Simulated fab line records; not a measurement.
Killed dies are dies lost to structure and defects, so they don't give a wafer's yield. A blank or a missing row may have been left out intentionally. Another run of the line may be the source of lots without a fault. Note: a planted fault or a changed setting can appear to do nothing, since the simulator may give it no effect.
One fault through the eyes of 2 desks || flow sky130 || each desk has only its own numbers; what lay behind them comes last

== DESK OF THE TOOL OWNER: pecvd-01 ==
The tool's own readings at SKY_CAP2M_CVD_00 (deposits SiO2, target thk 15.5 nm): means of the sampled wafers that have a number, for each lot that ran on this tool. A lot is out of limits, marked OUT, if its mean lies more than 4 standard deviations from the usual mean; the brackets give that distance.
Columns: A = heaterPowerW at SKY_CAP2M_CVD_00, usual 713 W
{"lot": "L897", "first seen here": "day 41 22:13", "A": 785}
{"lot": "L899", "first seen here": "day 42 09:17", "A": 799}
{"lot": "L908", "first seen here": "day 44 19:54", "A": 772}
This desk found nothing out of limits on any of the 3 lots.

== AT THE METROLOGY DESK ==
What the gauges read, lot by lot, whatever tool the lot ran on: means of the sampled wafers that have a number. A lot is out of limits, marked OUT, if its mean lies more than 4 standard deviations from the usual mean; the brackets give that distance.
Columns: A = VIA3_W_THK at SKY_VIA3_THK_MEAS_23, usual 390 nm; B = CAP2M_CVD_00_THK at SKY_CAP2M_THK_MEAS_01, usual 15.57 nm
{"lot": "L891", "first seen here": "day 39 20:38", "A": 394, "B": 15.64}
{"lot": "L892", "first seen here": "day 40 02:13", "A": 393, "B": 15.43}
{"lot": "L893", "first seen here": "day 40 13:44", "A": 399, "B": 15.50}
{"lot": "L897", "first seen here": "day 41 21:42", "A": 391, "B": 15.87}
{"lot": "L899", "first seen here": "day 42 08:48", "A": 388, "B": 15.60}
{"lot": "L900", "first seen here": "day 42 14:34", "A": 386, "B": 15.48}
{"lot": "L901", "first seen here": "day 42 18:35", "A": 375, "B": 15.60}
{"lot": "L902", "first seen here": "day 43 01:44", "A": 387, "B": 15.24}
{"lot": "L908", "first seen here": "day 44 19:23", "A": 394, "B": "19.24 (+13) OUT"}
{"lot": "L913", "first seen here": "day 46 07:54", "A": 392, "B": 15.84}
{"lot": "L914", "first seen here": "day 46 13:55", "A": 397, "B": 15.75}
This desk's result: L908 out of limits, first on L908 (CAP2M_CVD_00_THK at SKY_CAP2M_THK_MEAS_01), day 44 19:55. L891, L892, L893, L897, L899, L900, L901, L902, L913, L914: within limits.

== BROUGHT TOGETHER ==
On L908, the metrology desk was in a position to raise an alarm at day 44 19:55.
The desk of the tool owner found nothing out of limits.
Tool owner's desk: L908 on record, inside its limits.
SKY_CAP2M_CVD_00 was run on pecvd-01 by each of the lots named.

== WHAT WAS PUT IN BY THE SIMULATOR ==
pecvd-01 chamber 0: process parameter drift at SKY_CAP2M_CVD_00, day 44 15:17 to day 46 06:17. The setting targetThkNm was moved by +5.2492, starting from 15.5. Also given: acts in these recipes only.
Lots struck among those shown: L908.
Hours from the fault's start to each desk's first reading out of limits: the metrology desk, 5.
